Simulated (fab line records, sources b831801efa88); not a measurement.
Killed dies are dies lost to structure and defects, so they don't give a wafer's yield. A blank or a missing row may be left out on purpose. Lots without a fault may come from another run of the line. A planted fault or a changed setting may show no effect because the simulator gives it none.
Which tool did it? | flow gf180mcu | 24 lots, 72 wafers sampled, at 5 steps of a route of 602

WHAT THE GAUGES READ, wafer by wafer
GF_V3_THK_MEAS_25: measures by xrf.
lot  | measured     | on            | V3_W_THK (nm)
L074 | day 22 12:02 | film_metro-03 | 367 366 368
L075 | day 23 03:29 | film_metro-02 | 359 357 363
L077 | day 23 13:55 | film_metro-02 | 361 360 356
L076 | day 23 16:33 | film_metro-02 | 365 360 362
L078 | day 23 21:34 | film_metro-01 | 350 347 343
L079 | day 24 11:51 | film_metro-02 | 361 365 355
L080 | day 24 15:06 | film_metro-03 | 358 355 364
L081 | day 25 03:56 | film_metro-03 | 362 373 371
L082 | day 25 11:22 | film_metro-03 | 359 360 362
L083 | day 25 18:52 | film_metro-01 | 350 354 352
L084 | day 26 06:46 | film_metro-03 | 368 366 365
L085 | day 26 11:44 | film_metro-03 | 364 362 358
L086 | day 26 15:20 | film_metro-03 | 360 358 364
L087 | day 27 02:45 | film_metro-01 | 344 347 347
L088 | day 27 12:02 | film_metro-02 | 362 354 364
L089 | day 27 12:11 | film_metro-01 | 356 347 350
L090 | day 27 18:08 | film_metro-03 | 364 361 360
L091 | day 28 11:00 | film_metro-03 | 365 365 364
L092 | day 28 12:13 | film_metro-03 | 369 366 374
L093 | day 28 14:29 | film_metro-02 | 355 362 355
L094 | day 28 20:31 | film_metro-03 | 370 365 361
L095 | day 29 22:04 | film_metro-02 | 362 357 362
L096 | day 29 22:27 | film_metro-03 | 366 355 366
L097 | day 30 01:53 | film_metro-01 | 357 355 354

GF_M4_CD_MEAS_14: target cd 280 nm.
lot  | measured     | on        | cd_nm (nm)
L074 | day 23 11:26 | cd_sem-01 | 278.6 278.9 279.5
L075 | day 24 02:20 | cd_sem-02 | 278.3 278.9 278.6
L077 | day 24 13:22 | cd_sem-02 | 281.1 280.4 280.8
L076 | day 24 16:02 | cd_sem-02 | 279.1 278.2 278.7
L078 | day 24 20:28 | cd_sem-01 | 280.4 281.5 280.6
L079 | day 25 10:24 | cd_sem-02 | 280.0 281.2 280.2
L080 | day 25 13:25 | cd_sem-01 | 278.2 279.2 278.1
L081 | day 26 01:43 | cd_sem-01 | 280.8 280.2 279.6
L082 | day 26 09:26 | cd_sem-02 | 280.0 280.4 279.8
L083 | day 26 16:40 | cd_sem-02 | 277.2 278.3 278.0
L084 | day 27 04:07 | cd_sem-02 | 279.3 279.4 277.9
L085 | day 27 08:47 | cd_sem-01 | 279.3 280.0 279.6
L086 | day 27 11:52 | cd_sem-02 | 281.0 281.6 281.0
L087 | day 28 00:11 | cd_sem-01 | 281.7 282.1 280.9
L088 | day 28 08:53 | cd_sem-01 | 279.9 279.6 280.5
L089 | day 28 09:11 | cd_sem-01 | 280.1 279.7 279.5
L090 | day 28 14:17 | cd_sem-01 | 280.0 279.7 279.9
L091 | day 29 07:14 | cd_sem-01 | 276.2 276.3 276.8
L092 | day 29 07:31 | cd_sem-02 | 279.8 280.1 280.6
L093 | day 29 10:41 | cd_sem-01 | 281.2 282.0 281.0
L094 | day 29 16:01 | cd_sem-01 | 280.9 279.3 278.9
L095 | day 30 16:31 | cd_sem-02 | 279.6 278.7 280.0
L096 | day 30 17:36 | cd_sem-01 | 279.6 279.8 281.2
L097 | day 30 20:49 | cd_sem-02 | 280.4 279.6 280.0

GF_V5_OVL_MEAS_15.
lot  | measured     | on         | V5_OVL (nm)
L074 | day 27 07:27 | overlay-01 | 1 6 7
L075 | day 27 19:52 | overlay-01 | 3 10 -1
L077 | day 28 06:22 | overlay-01 | -6 -5 -3
L076 | day 28 08:50 | overlay-01 | 6 7 7
L078 | day 28 14:05 | overlay-02 | 10 13 13
L079 | day 29 01:08 | overlay-02 | 5 -6 -1
L080 | day 29 04:00 | overlay-02 | 11 -2 5
L081 | day 29 14:44 | overlay-02 | 5 1 6
L082 | day 29 21:57 | overlay-02 | 5 5 2
L083 | day 30 05:21 | overlay-01 | 4 -4 4
L084 | day 30 14:10 | overlay-02 | -1 8 -2
L085 | day 30 18:53 | overlay-02 | 6 1 2
L086 | day 30 22:46 | overlay-01 | -4 -3 -4
L087 | day 31 08:10 | overlay-02 | 4 -7 -5
L088 | day 31 16:56 | overlay-01 | 3 3 -1
L089 | day 31 17:34 | overlay-02 | 8 10 3
L090 | day 31 22:08 | overlay-01 | 3 -2 3
L091 | day 32 11:15 | overlay-02 | -7 0 0
L092 | day 32 13:14 | overlay-02 | -1 -6 -1
L093 | day 32 15:35 | overlay-01 | 1 4 -2
L094 | day 32 19:38 | overlay-02 | 0 7 8
L095 | day 33 16:34 | overlay-02 | -2 8 2
L096 | day 33 17:26 | overlay-02 | 3 6 4
L097 | day 33 19:14 | overlay-01 | -2 -1 -2

WHICH TOOL RAN EACH LOT (tool, then ch and the chambers of the sampled wafers, then the start)
lot  | GF_V2_CMP_04                  | GF_M4_SPUTTER_04
L074 | cmp-01 ch 1,2,3, day 19 06:55 | pvd_sputter-01, day 22 12:34
L075 | cmp-02 ch 0,2,3, day 20 00:43 | pvd_sputter-02, day 23 04:01
L077 | cmp-02 ch 1,2,3, day 20 10:36 | pvd_sputter-02, day 23 14:27
L076 | cmp-02 ch 0,1,3, day 20 12:47 | pvd_sputter-02, day 23 17:05
L078 | cmp-02 ch 1,2,3, day 20 18:14 | pvd_sputter-01, day 23 22:06
L079 | cmp-02 ch 0,1,2, day 21 09:21 | pvd_sputter-01, day 24 12:24
L080 | cmp-01 ch 0,2,3, day 21 12:16 | pvd_sputter-01, day 24 15:37
L081 | cmp-01 ch 0,1,2, day 22 03:17 | pvd_sputter-01, day 25 04:28
L082 | cmp-01 ch 1,2,3, day 22 10:38 | pvd_sputter-02, day 25 11:56
L083 | cmp-01 ch 0,2,3, day 22 19:27 | pvd_sputter-02, day 25 19:23
L084 | cmp-02 ch 0,1,3, day 23 08:14 | pvd_sputter-02, day 26 07:17
L085 | cmp-02 ch 0,2, day 23 13:13   | pvd_sputter-02, day 26 12:16
L086 | cmp-02 ch 2,3, day 23 17:22   | pvd_sputter-01, day 26 15:52
L087 | cmp-01 ch 2,3, day 24 06:41   | pvd_sputter-01, day 27 03:17
L088 | cmp-01 ch 0,1,3, day 24 15:40 | pvd_sputter-01, day 27 12:34
L089 | cmp-01 ch 0,2, day 24 16:11   | pvd_sputter-02, day 27 12:43
L090 | cmp-02 ch 2,3, day 24 21:38   | pvd_sputter-02, day 27 18:40
L091 | cmp-02 ch 1,2,3, day 25 15:31 | pvd_sputter-02, day 28 11:31
L092 | cmp-01 ch 0,1,3, day 25 17:32 | pvd_sputter-02, day 28 12:46
L093 | cmp-02 ch 0,2, day 25 20:11   | pvd_sputter-01, day 28 15:01
L094 | cmp-01 ch 0,1,3, day 26 03:07 | pvd_sputter-02, day 28 21:03
L095 | cmp-02 ch 0,1,2, day 27 06:26 | pvd_sputter-02, day 29 22:37
L096 | cmp-01 ch 0,1,2, day 27 07:59 | pvd_sputter-01, day 29 23:00
L097 | cmp-02 ch 1,2,3, day 27 10:37 | pvd_sputter-01, day 30 02:25
- GF_V2_CMP_04: polishes SiO2.
- GF_M4_SPUTTER_04: material TiN, target thk 50 nm, time 41.7 s.

WHAT THE TOOLS THEMSELVES READ (means of the sampled wafers that have a number; where no wafer has one, the mark that the record gives instead)
GF_V2_CMP_04.
lot  | tool   | motor_current_A (A) | time_to_endpoint_s (s)
L074 | cmp-01 | 11.6                | 77
L075 | cmp-02 | 11.8                | 72
L077 | cmp-02 | 12.0                | 73
L076 | cmp-02 | 12.8                | 76
L078 | cmp-02 | 12.7                | 78
L079 | cmp-02 | 12.3                | 79
L080 | cmp-01 | 12.0                | 81
L081 | cmp-01 | 10.8                | 78
L082 | cmp-01 | 11.6                | 84
L083 | cmp-01 | 12.1                | 83
L084 | cmp-02 | 13.0                | 83
L085 | cmp-02 | 12.5                | 81
L086 | cmp-02 | 11.6                | 83
L087 | cmp-01 | 12.5                | 78
L088 | cmp-01 | 11.7                | 81
L089 | cmp-01 | 10.8                | 84
L090 | cmp-02 | 12.1                | 83
L091 | cmp-02 | 12.8                | 85
L092 | cmp-01 | 11.3                | 82
L093 | cmp-02 | 11.6                | 90
L094 | cmp-01 | 11.2                | 80
L095 | cmp-02 | 13.0                | 81
L096 | cmp-01 | 10.9                | 78
L097 | cmp-02 | 12.4                | 74

GF_M4_SPUTTER_04.
lot  | tool           | throttle_valve_pct (%)
L074 | pvd_sputter-01 | 29.9
L075 | pvd_sputter-02 | 29.7
L077 | pvd_sputter-02 | 29.8
L076 | pvd_sputter-02 | 30.7
L078 | pvd_sputter-01 | 29.8
L079 | pvd_sputter-01 | 30.4
L080 | pvd_sputter-01 | 30.4
L081 | pvd_sputter-01 | 29.7
L082 | pvd_sputter-02 | 30.0
L083 | pvd_sputter-02 | 31.0
L084 | pvd_sputter-02 | 29.8
L085 | pvd_sputter-02 | 29.9
L086 | pvd_sputter-01 | 30.2
L087 | pvd_sputter-01 | 30.2
L088 | pvd_sputter-01 | 30.4
L089 | pvd_sputter-02 | 30.8
L090 | pvd_sputter-02 | 29.8
L091 | pvd_sputter-02 | 29.9
L092 | pvd_sputter-02 | 29.8
L093 | pvd_sputter-01 | 30.7
L094 | pvd_sputter-02 | 29.6
L095 | pvd_sputter-02 | 30.8
L096 | pvd_sputter-01 | 29.9
L097 | pvd_sputter-01 | 30.4

THE ANSWER, worked out from the rows above alone
Rule: what is usual is taken from the lots themselves. Put in order of their means at a reading, lots are off if they are a third of the lots or fewer, leave a main group of 4 or more, and stand apart from it by a gap of 3 or more times the standard deviation of the main group's means; of several such gaps the widest counts. A main group whose means are all the same, to the digits that the tables above print for the reading, isn't used. A lot without any number at a reading at which 4 lots or more have one is off too. The other lots that the step has rows for count as sound. The gauges are gone through in route order, then the tools' own readings, and for those a lot's mean is taken as printed above. The first step at which some lot is off is used, and at that step the reading that is off furthest; a lot without a number counts as furthest.
No lot is off at any reading shown: from this, nothing can be told.

WHAT THE SIMULATOR HAD PUT IN
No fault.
